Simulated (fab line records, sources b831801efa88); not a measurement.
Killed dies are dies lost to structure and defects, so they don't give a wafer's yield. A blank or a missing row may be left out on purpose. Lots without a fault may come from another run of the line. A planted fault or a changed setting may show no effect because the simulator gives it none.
Tool commonality check | flow sky130 | 11 lots, 36 wafers sampled

WHY IT WAS OPENED
At SKY_SD_P_TW_MEAS_11 the reading SD_P_TW is flagged on 1 of 11 lots. Wafers without a fault read 2815, standard deviation 16.
Rule: a lot is flagged when every wafer of it that has a number lies more than 4 standard deviations from that mean, or none has a number. The other lots count as sound.

lot  | measured     | on            | SD_P_TW, wafer by wafer       | flag
L600 | day 26 23:51 | film_metro-02 | 2805 2797 2816                |
L602 | day 27 22:20 | film_metro-02 | 2810 2794 2800                |
L603 | day 28 03:57 | film_metro-03 | 2676 2682 2669 2681 2667 2683 | FLAGGED
L609 | day 30 02:14 | film_metro-03 | 2823 2842 2840                |
L610 | day 30 06:53 | film_metro-02 | 2793 2799 2797                |
L612 | day 30 18:38 | film_metro-02 | 2813 2806 2782                |
L615 | day 31 23:05 | film_metro-02 | 2783 2788 2787                |
L616 | day 32 01:42 | film_metro-03 | 2839 2828 2823                |
L618 | day 32 17:12 | film_metro-02 | 2806 2807 2809                |
L617 | day 32 18:16 | film_metro-01 | 2811 2822 2827                |
L619 | day 32 23:16 | film_metro-02 | 2797 2815 2806                |
The numbers of the flagged lots are 2676 on average: -139 against the usual, or -9 standard deviations.

WHICH TOOL RAN EACH LOT
The record holds 2 process steps before the reading, out of a route of 708 steps. In each cell: the tool, then ch and the chambers that the sampled wafers went through, then the start.
lot  | flag    | SKY_SD_P_IMPLANT_09             | SKY_SD_P_STRIP_10
L600 |         | implanter-02 ch 0, day 26 23:37 | plasma_asher-02 ch 0,1, day 26 23:44
L602 |         | implanter-03 ch 0, day 27 22:05 | plasma_asher-02 ch 0,1, day 27 22:14
L603 | FLAGGED | implanter-02 ch 0, day 28 03:43 | plasma_asher-02 ch 1, day 28 03:50
L609 |         | implanter-03 ch 0, day 30 01:59 | plasma_asher-04 ch 0,1, day 30 02:08
L610 |         | implanter-04 ch 0, day 30 06:40 | plasma_asher-02 ch 0,1, day 30 06:47
L612 |         | implanter-03 ch 0, day 30 18:23 | plasma_asher-02 ch 0,1, day 30 18:32
L615 |         | implanter-04 ch 0, day 31 22:50 | plasma_asher-04 ch 0,1, day 31 22:59
L616 |         | implanter-03 ch 0, day 32 01:28 | plasma_asher-01 ch 0, day 32 01:35
L618 |         | implanter-02 ch 0, day 32 16:58 | plasma_asher-04 ch 0,1, day 32 17:05
L617 |         | implanter-03 ch 0, day 32 18:02 | plasma_asher-04 ch 0,1, day 32 18:10
L619 |         | implanter-02 ch 0, day 32 23:02 | plasma_asher-04 ch 0,1, day 32 23:10
What these steps do:
- SKY_SD_P_IMPLANT_09
- SKY_SD_P_STRIP_10: strips in O2/N2.
- SKY_SD_P_TW_MEAS_11

FLAGGED OVER TOTAL, TOOL BY TOOL (the gauges that took the reading come last)
step                | tool            | lots run | flagged | share of the flagged lots | sound lots run after its first flagged lot
SKY_SD_P_IMPLANT_09 | implanter-02    | 4        | 1       | all                       | 2 (L618,L619)
SKY_SD_P_IMPLANT_09 | implanter-03    | 5        | 0       | none                      | -
SKY_SD_P_IMPLANT_09 | implanter-04    | 2        | 0       | none                      | -
SKY_SD_P_STRIP_10   | plasma_asher-01 | 1        | 0       | none                      | -
SKY_SD_P_STRIP_10   | plasma_asher-02 | 5        | 1       | all                       | 2 (L610,L612)
SKY_SD_P_STRIP_10   | plasma_asher-04 | 5        | 0       | none                      | -
SKY_SD_P_TW_MEAS_11 | film_metro-01   | 1        | 0       | none                      | -
SKY_SD_P_TW_MEAS_11 | film_metro-02   | 7        | 0       | none                      | -
SKY_SD_P_TW_MEAS_11 | film_metro-03   | 3        | 1       | all                       | 2 (L609,L616)

WHAT THE TABLE ALLOWS
3 rows of the table ran every flagged lot: implanter-02 at SKY_SD_P_IMPLANT_09, plasma_asher-02 at SKY_SD_P_STRIP_10, film_metro-03 at SKY_SD_P_TW_MEAS_11.
- implanter-02 at SKY_SD_P_IMPLANT_09: 1 of its 4 lots flagged. Sound lots ran on it after the first flagged one (L618, L619), which a lasting fault on the whole tool wouldn't allow.
- plasma_asher-02 at SKY_SD_P_STRIP_10: 1 of its 5 lots flagged. Sound lots ran on it after the first flagged one (L610, L612), which a lasting fault on the whole tool wouldn't allow. Its own readings lie more than 4 standard deviations out on every wafer of the flagged lots: strip_time_to_endpoint_s.
- film_metro-03 at SKY_SD_P_TW_MEAS_11: 1 of its 3 lots flagged. Sound lots ran on it after the first flagged one (L609, L616), which a lasting fault on the whole tool wouldn't allow.
No row of the table ran every flagged lot and no sound lot after the first.

WHAT THE SIMULATOR HAD PUT IN
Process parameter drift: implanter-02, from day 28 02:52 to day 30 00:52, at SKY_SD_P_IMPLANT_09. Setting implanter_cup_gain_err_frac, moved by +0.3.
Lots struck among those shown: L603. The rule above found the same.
